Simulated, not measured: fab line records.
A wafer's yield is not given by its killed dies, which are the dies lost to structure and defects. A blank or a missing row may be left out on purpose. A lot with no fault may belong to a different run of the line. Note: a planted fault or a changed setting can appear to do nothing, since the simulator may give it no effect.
Which of the tools did it? | flow sky130 | 11 lots, 33 wafers sampled, at 1 step of a route of 708

## WHAT THE GAUGES READ, wafer by wafer
SKY_CONTACT_THK_MEAS_01.
lot  | measured     | on           | CONTACT_CVD_00_THK (nm)
L729 | day 30 12:54 | filmMetro-04 | 75.8 74.9 76.7
L731 | day 31 00:58 | filmMetro-02 | 74.8 75.7 75.7
L733 | day 31 16:20 | filmMetro-04 | 73.7 73.7 74.7
L734 | day 31 22:55 | filmMetro-02 | 73.3 75.4 75.4
L736 | day 33 12:02 | filmMetro-02 | 74.1 74.8 75.1
L744 | day 35 11:23 | filmMetro-04 | 74.4 74.9 75.8
L745 | day 35 11:40 | filmMetro-04 | 72.6 73.7 73.7
L746 | day 35 16:22 | filmMetro-04 | 73.5 74.3 74.0
L748 | day 36 06:27 | filmMetro-04 | 74.9 75.1 74.3
L749 | day 36 20:47 | filmMetro-02 | 74.8 74.8 76.1
L751 | day 37 08:01 | filmMetro-01 | 75.0 75.3 77.4

## TOOL THAT RAN EACH LOT (tool first, then ch and the chambers of the sampled wafers, then the start)
There is no process step in the record ahead of these readings.

## THE ANSWER, worked out from the rows above alone
Rule: the lots themselves supply what counts as usual. Put in order of their means at a reading, lots are off if they are a third of the lots or fewer, leave a main group of 4 or more, and stand apart from it by a gap of 3 or more times the standard deviation of the main group's means; of several such gaps the widest counts. The tables above print the reading to a certain number of digits; a main group whose means all agree to those digits is not used. Also off: a lot with no number at a reading for which 4 or more lots have one. The other lots that the step has rows for count as sound.
Across all readings shown, no lot is off: no conclusion can be drawn from this.

## WHAT THE SIMULATOR PUT IN
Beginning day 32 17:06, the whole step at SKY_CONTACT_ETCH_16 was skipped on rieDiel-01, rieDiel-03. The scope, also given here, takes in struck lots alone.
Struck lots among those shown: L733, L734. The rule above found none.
